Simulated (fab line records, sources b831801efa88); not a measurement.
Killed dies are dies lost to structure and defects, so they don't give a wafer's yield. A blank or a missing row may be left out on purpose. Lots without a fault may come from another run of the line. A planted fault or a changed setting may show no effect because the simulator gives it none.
fab line records | flow sky130
record lots=7 wafers=21 last_day=49
route steps=708 shown LI_CONTACT@369 PAD_OPEN@708
lots that met no fault: from a run of the same line without faults
start_h: hours from the record's first day to the start of the lot's first wafer shown | wait_h: hours since the lot's step before | " the same as in the row above | L1.1+2: a row that stands for several wafers | - no value, or no start given | * or withheld: withheld | < > ~ a bound
route shown NAME@n: a module of which the file shows steps, and the number in the route of the first | usual: mean/standard deviation of fault-free wafers | same: alike in all rows | chamber/n: place in a boat | sites: the reading at each site | _std_site: their standard deviation | _edge_site: outer sites' mean less inner sites' | radius_mm: how far each site lies from the wafer's centre | mask NAME#n: copy n | behind: the tool/chamber that last shaped the wafer | hold: why the lot was held/for how many hours/how that ended | device: the transistor (n, p or np) that didn't switch | end of line: the same wafers' tests at the end of the route | a step without rows: its recipe alone | killed: dies lost to structure and defects at the first sort, not the wafer's yield | map: a wafer's dies, x killed, . not, _ none there
set.NAME: the setting as run; set.NAME@STEP: as run at that earlier step | model.NAME: the simulator's own value behind a step, which no gauge read
lots at some steps of the route; a table a step, a row a wafer
services: from which hour (start_h, from the record's first day; less than 0 if before it) a tool's chamber was out of use, for how many hours, and why
## steps
# step SKY_LI_CONTACT_COAT_07
# recipe resist=KrF-thick spin_rpm=3000 resist_thk_nm=450
# step SKY_LI_CONTACT_SOFTBAKE_08
# recipe temp_c=100 time_s=90 resist=KrF-thick
# step SKY_LI_CONTACT_EXPOSE_09
# recipe mask_id=LICM1 na=0.8 source_shape=annular sigma_inner=0.55 sigma_outer=0.85 target_cd_nm=170 dose_mj=38
# step SKY_LI_CONTACT_PEB_10
# recipe peb_temp_c=withheld peb_time_s=withheld resist=KrF-thick
# step SKY_LI_CONTACT_DEVELOP_11
# recipe develop_time_s=60 resist=KrF-thick dev_temp_c=21
# step SKY_LI_CONTACT_CD_MEAS_12
# recipe target_cd_nm=170
# usual cd_nm=170.0/1.5
# columns lot.wafer tool chamber start_h wait_h cd_nm
L948.1 cd_sem-01 - 747.67 - 171.0
L948.2 " - " " 170.3
L948.4 " - " " 168.3
L949.1 cd_sem-02 - 753.37 - 168.5
L949.5 " - " " 168.0
L949.6 " - " " 169.1
L954.1 cd_sem-01 - 789.32 - 172.7
L954.2 " - " " 170.5
L954.4 " - " " 172.3
L955.1 cd_sem-01 - 798.22 - 171.0
L955.2 " - " " 171.0
L955.3 " - " " 171.5
L956.1 cd_sem-01 - 804.22 - 171.5
L956.4 " - " " 170.7
L956.6 " - " " 171.9
L958.2 cd_sem-01 - 822.51 - 171.5
L958.3 " - " " 169.7
L958.5 " - " " 168.8
L959.1 cd_sem-01 - 826.28 - 172.0
L959.4 " - " " 172.0
L959.6 " - " " 171.7
# step SKY_LI_CONTACT_OVL_MEAS_13
# usual LI_CONTACT_OVL=-1/5.8
# columns lot.wafer tool chamber start_h wait_h LI_CONTACT_OVL[nm]
L948.1 overlay-02 - 747.79 0.1 8
L948.2 " - " " 2
L948.4 " - " " -2
L949.1 overlay-02 - 753.49 0.1 0
L949.5 " - " " -7
L949.6 " - " " 5
L954.1 overlay-01 - 789.44 0.1 -3
L954.2 " - " " -2
L954.4 " - " " 2
L955.1 overlay-02 - 798.34 0.1 4
L955.2 " - " " -8
L955.3 " - " " -1
L956.1 overlay-01 - 804.34 0.1 0
L956.4 " - " " 5
L956.6 " - " " 0
L958.2 overlay-01 - 822.61 0.1 9
L958.3 " - " " 7
L958.5 " - " " 9
L959.1 overlay-02 - 826.40 0.1 -4
L959.4 " - " " -2
L959.6 " - " " -8
# step SKY_LI_CONTACT_ETCH_14
# recipe chemistry=N2/H2 target=BARC ion_energy_ev=200 source_w=500 bias_w=100 pressure_mtorr=30 n2_flow_sccm=100 h2_flow_sccm=200 stop_on=SiO2 time_s=45.9 target_depth_a=600
# usual drypump_motor_current_A=5.6/0.41 oes_product_au=0.854/0.0047 rf_fwd_power_W=495.7/2 throttle_valve_pct=13.224/0.0083
# columns lot.wafer tool chamber start_h wait_h drypump_motor_current_A oes_product_au rf_fwd_power_W rf_hours_counter_h throttle_valve_pct
L948.1 rie_diel-04 2 747.83 0.0 5.6 0.851 496.6 12 13.226
L948.2 " 3 " " 5.3 0.844 492.1 44 13.232
L948.4 " 1 " " 5.2 0.848 495.6 9 13.224
L949.1 rie_diel-04 2 753.53 0.0 5.6 0.855 496.0 12 13.221
L949.5 " 1 " " 5.2 0.859 498.1 - 13.208
L949.6 " 0 " " 5.0 0.851 495.3 - 13.216
L954.1 rie_diel-02 3 789.48 0.0 5.7 0.855 496.7 18 13.240
L954.2 " 1 " " 5.5 0.844 495.2 18 13.223
L954.4 " 1 " " 5.5 0.854 495.5 - 13.224
L955.1 rie_diel-04 3 798.38 0.0 5.3 0.855 490.4 1 13.214
L955.2 " 2 " " 5.7 0.858 499.0 13 13.230
L955.3 " 1 " " 5.2 0.851 496.7 11 13.218
L956.1 rie_diel-02 0 804.38 0.0 6.7 0.859 496.6 4 13.234
L956.4 " 1 " " 5.5 0.857 496.9 18 13.216
L956.6 " 1 " " 5.5 0.856 498.3 - 13.226
L958.2 rie_diel-04 3 822.64 0.0 5.4 0.858 488.9 1 13.231
L958.3 " 2 " " 5.6 0.851 495.9 14 13.233
L958.5 " 2 " " 5.7 0.853 495.1 - 13.233
L959.1 rie_diel-04 3 826.43 0.0 5.3 0.858 491.4 1 13.218
L959.4 " 2 " " 5.7 0.852 495.8 14 13.224
L959.6 " 0 " " 5.0 0.858 496.2 - 13.219
# step SKY_LI_CONTACT_ETCH_15
# recipe target=PSG chemistry=C4F8/O2/Ar stop_on=Si taper_deg=4.15 mask_material=KrF-thick source_w=1500 bias_w=1200 pressure_mtorr=40 c4f8_flow_sccm=withheld O2_flow_sccm=6 Ar_flow_sccm=300 time_s=withheld target_depth_a=6000
# usual oes_product_au=0.825/0.0047 rf_fwd_power_W=1494/4.9
# columns lot.wafer tool chamber start_h wait_h oes_product_au rf_fwd_power_W
L948.1 rie_diel-04 2 747.87 0.0 0.824 1496
L948.2 " 3 " " 0.832 1488
L948.4 " 1 " " 0.830 1489
L949.1 rie_diel-04 2 753.57 0.0 0.824 1489
L949.5 " 1 " " 0.821 1497
L949.6 " 0 " " 0.830 1491
L954.1 rie_diel-02 3 789.52 0.0 0.830 1490
L954.2 " 1 " " 0.825 1495
L954.4 " 1 " " 0.823 1495
L955.1 rie_diel-04 3 798.42 0.0 0.829 1485
L955.2 " 2 " " 0.821 1486
L955.3 " 1 " " 0.821 1494
L956.1 rie_diel-02 0 804.42 0.0 0.827 1503
L956.4 " 1 " " 0.821 1499
L956.6 " 1 " " 0.831 1496
L958.2 rie_diel-04 3 822.68 0.0 0.817 1485
L958.3 " 2 " " 0.830 1486
L958.5 " 2 " " 0.823 1483
L959.1 rie_diel-04 3 826.48 0.0 0.825 1485
L959.4 " 2 " " 0.825 1495
L959.6 " 0 " " 0.824 1498
# step SKY_LI_CONTACT_STRIP_16
# recipe chemistry=O2/N2 power_w=1400 pressure_mtorr=1500 platen_temp_c=withheld o2_flow_sccm=3000 n2_flow_sccm=300 overash_fraction=0.5
# usual drypump_motor_current_A=5.8/0.65 oes_product_au=0.376/0.0046 strip_time_to_endpoint_s=3.50/0.047
# same overash_fraction=0.5
# columns lot.wafer tool chamber start_h wait_h drypump_motor_current_A oes_product_au rf_hours_counter_h strip_time_to_endpoint_s
L948.1 plasma_asher-03 0 747.96 - 6.5 0.368 95 3.45
L948.2 " 1 " " 4.9 0.384 95 3.54
L948.4 " 1 " " 4.9 0.371 - 3.53
L949.1 plasma_asher-03 0 753.66 - 6.5 0.374 96 3.46
L949.5 " 1 " " 4.9 0.374 - 3.51
L949.6 " 0 " " 6.5 0.374 - 3.49
L954.1 plasma_asher-04 0 789.61 - 5.0 0.373 35 3.53
L954.2 " 1 " " 5.4 0.374 35 3.47
L954.4 " 1 " " 5.5 0.376 - 3.45
L955.1 plasma_asher-02 0 798.51 - 6.4 0.377 5 3.54
L955.2 " 1 " " 5.5 0.371 5 3.44
L955.3 " 1 " " 5.5 0.376 - 3.50
L956.1 plasma_asher-02 1 804.51 - 5.5 0.376 6 3.54
L956.4 " 0 " " 6.5 0.381 - 3.46
L956.6 " 0 " " 6.5 0.371 - 3.44
L958.2 plasma_asher-02 1 822.77 - 5.5 0.380 8 3.56
L958.3 " 0 " " 6.4 0.374 - 3.45
L958.5 " 1 " " 5.5 0.376 - 3.47
L959.1 plasma_asher-03 1 826.56 - 4.9 0.372 103 3.50
L959.4 " 0 " " 6.5 0.384 - 3.41
L959.6 " 0 " " 6.5 0.371 - 3.46
# step SKY_LI_CONTACT_CLEAN_17
# recipe chemistry=NMP time_s=600 temp_c=60 dry=n2_spin
# step SKY_LI_CONTACT_PRE_CLEAN_18
# recipe gas=Ar time_s=5.6 bias_v=358
# step SKY_LI_CONTACT_SPUTTER_19
# recipe material=Ti target_thk_nm=20 chamber_pressure_pa=4.826 power_w=2500 substrate_temp_c=200 time_s=106.37
# usual cathode_dc_power_W=2500.0/0.42 chamber_pressure_pa=4.825/0.0097 throttle_valve_pct=29.9/0.93
# columns lot.wafer tool chamber start_h wait_h cathode_dc_power_W chamber_pressure_pa throttle_valve_pct
L948.1 pvd_sputter-01 - 748.25 0.0 2500.1 4.823 31.2
L948.2 " - " " 2499.9 4.827 30.8
L948.4 " - " " 2500.1 4.834 29.1
L949.1 pvd_sputter-01 - 753.99 0.0 2500.8 4.845 31.1
L949.5 " - " " 2500.1 4.819 29.4
L949.6 " - " " 2500.1 4.798 30.6
L954.1 pvd_sputter-01 - 789.90 0.0 - - -
L954.2 " - " " - - -
L954.4 " - " " - - -
L955.1 pvd_sputter-01 - 798.80 0.0 - - -
L955.2 " - " " - - -
L955.3 " - " " - - -
L956.1 pvd_sputter-04 - 804.80 0.0 - - -
L956.4 " - " " - - -
L956.6 " - " " - - -
L958.2 pvd_sputter-01 - 823.06 0.0 2499.8 4.835 30.9
L958.3 " - " " 2500.3 4.834 29.7
L958.5 " - " " 2499.4 4.808 29.5
L959.1 pvd_sputter-02 - 826.87 0.0 2500.7 4.826 30.1
L959.4 " - " " 2500.3 4.821 27.6
L959.6 " - " " 2500.9 4.821 27.4
# step SKY_LI_CONTACT_SPUTTER_20
# recipe material=TiN target_thk_nm=20 chamber_pressure_pa=5 power_w=4000 time_s=80
# usual cathode_dc_power_W=4000.0/0.75 chamber_pressure_pa=4.999/0.01 throttle_valve_pct=29.9/0.92
# columns lot.wafer tool chamber start_h wait_h cathode_dc_power_W chamber_pressure_pa throttle_valve_pct
L948.1 pvd_sputter-01 - 748.33 0.0 3998.5 5.016 31.3
L948.2 " - " " 4000.6 4.994 30.8
L948.4 " - " " 3998.9 4.995 29.4
L949.1 pvd_sputter-01 - 754.06 0.0 3999.8 4.997 30.9
L949.5 " - " " 3999.6 4.994 29.4
L949.6 " - " " 4000.4 4.997 30.7
L954.1 pvd_sputter-01 - 789.98 0.0 3999.9 5.002 29.4
L954.2 " - " " 4000.7 5.011 29.1
L954.4 " - " " 4000.7 4.993 30.9
L955.1 pvd_sputter-01 - 798.88 0.0 4000.3 4.988 30.8
L955.2 " - " " 3999.8 5.001 31.2
L955.3 " - " " 3999.2 4.982 28.9
L956.1 pvd_sputter-04 - 804.88 0.0 3999.2 5.002 31.0
L956.4 " - " " 3997.9 5.007 30.2
L956.6 " - " " 4000.9 5.015 31.3
L958.2 pvd_sputter-01 - 823.14 0.0 4000.6 4.985 31.1
L958.3 " - " " 3999.2 5.013 29.6
L958.5 " - " " 3999.9 5.006 29.5
L959.1 pvd_sputter-02 - 826.95 0.0 4000.5 4.995 30.5
L959.4 " - " " 3999.6 4.984 27.8
L959.6 " - " " 4000.5 4.988 27.4
# step SKY_PAD_OPEN_PROBE_99
# usual killed_at_M0_to_M3=42/7.2 killed_at_M4_up=3.4/2.1 killed_at_contacts=24/5.4 killed_at_front_end=15/4 killed_at_other=0.3/0.53 killed_dies=85/8.8 killed_on_rim=16/3.5 killed_open=47/6.7 killed_short=38/6.5
# same gross_dies=492 killed_at_back_side=0
# columns lot.wafer tool chamber start_h wait_h killed_at_M0_to_M3 killed_at_M4_up killed_at_contacts killed_at_front_end killed_at_other killed_dies killed_on_rim killed_open killed_short
L948.1 prober-02 - 1130.63 0.1 36 2 24 10 1 73 7 43 29
L948.2 prober-02 - 1130.68 0.1 41 1 19 12 1 74 20 47 27
L948.4 prober-02 - 1130.78 0.2 27 5 16 21 0 69 13 27 42
L949.1 prober-01 - 1136.36 0.1 37 3 29 23 0 92 18 55 35
L949.5 prober-01 - 1136.56 0.2 45 4 23 14 0 86 14 44 42
L949.6 prober-01 - 1136.61 0.2 38 3 35 19 0 95 20 45 49
L954.1 prober-02 - 1161.16 0.1 40 2 435 15 0 492 96 50 31
L954.2 prober-02 - 1161.21 0.1 36 0 443 12 1 492 96 31 38
L954.4 prober-02 - 1161.31 0.2 36 7 432 17 0 492 96 42 39
L955.1 prober-01 - 1164.24 0.1 46 4 423 19 0 492 96 50 33
L955.2 prober-01 - 1164.29 0.1 45 6 429 12 0 492 96 41 40
L955.3 prober-01 - 1164.34 0.2 37 2 437 16 0 492 96 38 38
L956.1 prober-02 - 1168.66 0.1 38 4 427 22 1 492 96 54 33
L956.4 prober-02 - 1168.81 0.2 39 4 431 17 1 492 96 39 39
L956.6 prober-02 - 1168.91 0.2 37 1 442 12 0 492 96 37 40
L959.1 prober-02 - 1181.75 0.1 40 1 28 19 0 88 18 53 35
L959.4 prober-02 - 1181.90 0.2 33 3 21 11 0 68 13 46 21
L959.6 prober-02 - 1182.00 0.2 45 4 25 17 0 91 15 46 45
# killed by level:class
L948.1 VIA1:geometric_particle:open=11 CONTACT:geometric_particle:open=7 LI_CONTACT:geometric_particle:open=6 VIA2:geometric_particle:open=5 CONTACT:geometric_particle:short=4 VIA3:geometric_particle:open=4 POLY_GATE:geometric_particle:open=3 LI_CONTACT:geometric_particle:short=3
L948.2 VIA1:geometric_particle:open=16 CONTACT:geometric_particle:open=9 METAL1:geometric_particle:short=5 METAL2:geometric_particle:open=4 CONTACT:geometric_particle:short=4 VIA1:geometric_particle:short=4 VIA3:geometric_particle:open=4 FIELD_ISO:geometric_particle:short=3
L948.4 CONTACT:geometric_particle:open=6 VIA1:geometric_particle:open=6 CONTACT:geometric_particle:short=5 VIA1:geometric_particle:short=5 FIELD_ISO:geometric_particle:open=4 VIA2:geometric_particle:short=4 METAL4:geometric_particle:short=4 FIELD_ISO:geometric_particle:short=3
L949.1 CONTACT:geometric_particle:open=12 VIA2:geometric_particle:open=10 LI_CONTACT:geometric_particle:open=8 VIA1:geometric_particle:open=8 FIELD_ISO:geometric_particle:short=6 POLY_GATE:geometric_particle:short=5 METAL1:geometric_particle:short=4 LI_CONTACT:geometric_particle:short=3
L949.5 VIA1:geometric_particle:open=11 CONTACT:geometric_particle:open=8 CONTACT:geometric_particle:short=6 METAL1:geometric_particle:short=6 POLY_GATE:geometric_particle:open=5 VIA1:geometric_particle:short=5 LI_CONTACT:geometric_particle:open=4 VIA2:geometric_particle:short=4
L949.6 CONTACT:geometric_particle:open=11 CONTACT:geometric_particle:short=9 VIA1:geometric_particle:open=9 LI_CONTACT:geometric_particle:open=8 VIA1:geometric_particle:short=6 FIELD_ISO:geometric_particle:short=5 VIA2:geometric_particle:open=5 FIELD_ISO:geometric_particle:open=4
L954.1 LI_CONTACT:area_sputter=408 VIA1:geometric_particle:open=14 CONTACT:geometric_particle:open=11 LI_CONTACT:geometric_particle:open=8 METAL1:geometric_particle:short=6 VIA1:geometric_particle:short=5 SPACER:geometric_particle:short=4 FIELD_ISO:geometric_particle:open=3
L954.2 LI_CONTACT:area_sputter=422 CONTACT:geometric_particle:open=8 CONTACT:geometric_particle:short=6 METAL1:geometric_particle:short=5 VIA1:geometric_particle:open=5 VIA2:geometric_particle:open=5 VIA2:geometric_particle:short=4 LI_CONTACT:geometric_particle:open=4
L954.4 LI_CONTACT:area_sputter=409 VIA1:geometric_particle:open=10 VIA3:geometric_particle:open=8 CONTACT:geometric_particle:open=6 METAL4:geometric_particle:short=6 FIELD_ISO:geometric_particle:short=5 CONTACT:geometric_particle:short=5 METAL1:geometric_particle:short=4
L955.1 LI_CONTACT:area_sputter=409 VIA1:geometric_particle:open=11 POLY_GATE:geometric_particle:open=7 FIELD_ISO:geometric_particle:open=6 VIA1:geometric_particle:short=6 VIA3:geometric_particle:short=5 METAL1:geometric_particle:short=5 VIA3:geometric_particle:open=5
L955.2 LI_CONTACT:area_sputter=409 VIA1:geometric_particle:open=9 VIA2:geometric_particle:open=7 METAL2:geometric_particle:short=6 LI_CONTACT:geometric_particle:open=6 CONTACT:geometric_particle:open=6 METAL1:geometric_particle:short=6 LOCAL_INTERCONNECT:geometric_particle:short=5
L955.3 LI_CONTACT:area_sputter=416 VIA1:geometric_particle:open=10 CONTACT:geometric_particle:open=9 VIA2:geometric_particle:open=6 LI_CONTACT:geometric_particle:open=5 VIA2:geometric_particle:short=5 FIELD_ISO:geometric_particle:short=4 VIA1:geometric_particle:short=4
L956.1 LI_CONTACT:area_sputter=405 CONTACT:geometric_particle:open=15 VIA1:geometric_particle:open=9 VIA3:geometric_particle:open=8 VIA2:geometric_particle:open=6 FIELD_ISO:geometric_particle:open=5 METAL1:geometric_particle:short=5 FIELD_ISO:geometric_particle:short=4
L956.4 LI_CONTACT:area_sputter=412 METAL3:geometric_particle:short=7 CONTACT:geometric_particle:short=7 VIA1:geometric_particle:open=7 VIA2:geometric_particle:open=7 CONTACT:geometric_particle:open=6 METAL2:geometric_particle:short=5 FIELD_ISO:geometric_particle:open=4
L956.6 LI_CONTACT:area_sputter=415 VIA1:geometric_particle:open=10 CONTACT:geometric_particle:short=8 CONTACT:geometric_particle:open=8 METAL2:geometric_particle:short=6 METAL1:geometric_particle:short=6 LI_CONTACT:geometric_particle:open=5 LOCAL_INTERCONNECT:geometric_particle:short=5
L959.1 VIA1:geometric_particle:open=12 CONTACT:geometric_particle:open=10 FIELD_ISO:geometric_particle:open=8 LI_CONTACT:geometric_particle:open=6 METAL2:geometric_particle:short=5 VIA1:geometric_particle:short=5 VIA2:geometric_particle:open=5 LI_CONTACT:geometric_particle:short=4
L959.4 VIA1:geometric_particle:open=14 POLY_GATE:geometric_particle:open=7 VIA3:geometric_particle:open=7 CONTACT:geometric_particle:short=6 LI_CONTACT:geometric_particle:open=5 CONTACT:geometric_particle:open=5 LOCAL_INTERCONNECT:geometric_particle:short=3 METAL2:geometric_particle:short=3
L959.6 LI_CONTACT:geometric_particle:open=9 VIA2:geometric_particle:open=9 VIA1:geometric_particle:open=8 VIA1:geometric_particle:short=7 FIELD_ISO:geometric_particle:short=5 LOCAL_INTERCONNECT:geometric_particle:short=4 CONTACT:geometric_particle:open=4 CONTACT:geometric_particle:short=4
# map L954.1 (x killed, . not)
__________xxxxxxxxxx_________
________xxxxxxxxxxxxxx_______
______xxxxxxxxxxxxxxxxxx_____
_____xxxxxxxxxxxxxxxxxxxx____
____xxxxxxxxxxxxxxxxxxxxxx___
___xxxxxxxxxxxxxxxxxxxxxxxx__
__xxxxxxxxxxxxxxxxxxxxxxxxxx_
_xxxxxxxxxxxxxxxxxxxxxxxxxxxx
_xxxxxxxxxxxxxxxxxxxxxxxxxxxx
_xxxxxxxxxxxxxxxxxxxxxxxxxxxx
_xxxxxxxxxxxxxxxxxxxxxxxxxxxx
_xxxxxxxxxxxxxxxxxxxxxxxxxxxx
_xxxxxxxxxxxxxxxxxxxxxxxxxxxx
_xxxxxxxxxxxxxxxxxxxxxxxxxxxx
_xxxxxxxxxxxxxxxxxxxxxxxxxxxx
__xxxxxxxxxxxxxxxxxxxxxxxxxx_
___xxxxxxxxxxxxxxxxxxxxxxxx__
____xxxxxxxxxxxxxxxxxxxxxx___
_____xxxxxxxxxxxxxxxxxxxx____
______xxxxxxxxxxxxxxxxxx_____
________xxxxxxxxxxxxxx_______
__________xxxxxxxxxx_________
# map L955.1 (x killed, . not)
__________xxxxxxxxxx_________
________xxxxxxxxxxxxxx_______
______xxxxxxxxxxxxxxxxxx_____
_____xxxxxxxxxxxxxxxxxxxx____
____xxxxxxxxxxxxxxxxxxxxxx___
___xxxxxxxxxxxxxxxxxxxxxxxx__
__xxxxxxxxxxxxxxxxxxxxxxxxxx_
_xxxxxxxxxxxxxxxxxxxxxxxxxxxx
_xxxxxxxxxxxxxxxxxxxxxxxxxxxx
_xxxxxxxxxxxxxxxxxxxxxxxxxxxx
_xxxxxxxxxxxxxxxxxxxxxxxxxxxx
_xxxxxxxxxxxxxxxxxxxxxxxxxxxx
_xxxxxxxxxxxxxxxxxxxxxxxxxxxx
_xxxxxxxxxxxxxxxxxxxxxxxxxxxx
_xxxxxxxxxxxxxxxxxxxxxxxxxxxx
__xxxxxxxxxxxxxxxxxxxxxxxxxx_
___xxxxxxxxxxxxxxxxxxxxxxxx__
____xxxxxxxxxxxxxxxxxxxxxx___
_____xxxxxxxxxxxxxxxxxxxx____
______xxxxxxxxxxxxxxxxxx_____
________xxxxxxxxxxxxxx_______
__________xxxxxxxxxx_________
## services
# columns tool chamber start_h hours kind
plasma_asher-02 - 733.75 9.0 pm
plasma_asher-02 0 733.75 9.0 vent_cycle
plasma_asher-02 1 733.75 9.0 vent_cycle
plasma_asher-02 0 742.75 - clean
plasma_asher-02 1 742.75 - clean
pvd_sputter-01 - 744.19 2.5 repair
rie_diel-04 3 755.07 - clean
rie_diel-04 3 755.07 16.0 scheduled_down
rie_diel-04 3 755.07 16.0 vent_cycle
rie_diel-02 2 785.07 9.5 repair
rie_diel-02 1 786.28 3.0 repair
pvd_sputter-04 1 794.45 - consumable_replace:kit
pvd_sputter-04 1 794.45 18.0 scheduled_down
pvd_sputter-04 1 794.45 18.0 vent_cycle
rie_diel-04 0 797.27 1.7 repair
## key
first_sign step=SKY_LI_CONTACT_SPUTTER_19 reading=tool_record direction=missing
effect step=SKY_PAD_OPEN_PROBE_99 reading=killed_at_contacts direction=up sigmas=75 usual=24 struck=433
more_kills_born_at SKY_LI_CONTACT_SPUTTER_19@pvd_sputter-01=2473 SKY_LI_CONTACT_SPUTTER_19@pvd_sputter-04=1232
met_at SKY_LI_CONTACT_SPUTTER_19
struck_wafers L954.1,L954.2,L954.4,L955.1,L955.2,L955.3,L956.1,L956.4,L956.6
later_rows_left_out L954.1,L954.2,L954.4,L955.1,L955.2,L955.3,L956.1,L956.4,L956.6
tester_left_out L954,L955,L956
onset_between 753.99 789.90
fault kind=skipped_step_whole tool=pvd_sputter-01,pvd_sputter-04 chamber=- onset_h=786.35 steps=SKY_LI_CONTACT_SPUTTER_19 scope=struck_lots_only
# tester_left_out: of these lots the tester's yield and bins aren't shown, on N5 and GAA mostly nor the transistor test; their killed dies are dies lost to structure and defects alone, not to doping, threshold or leakage, so they don't give the yield
# later_rows_left_out: the simulator's readings of these wafers behind a module that went badly wrong aren't trusted and aren't shown, but for the sort
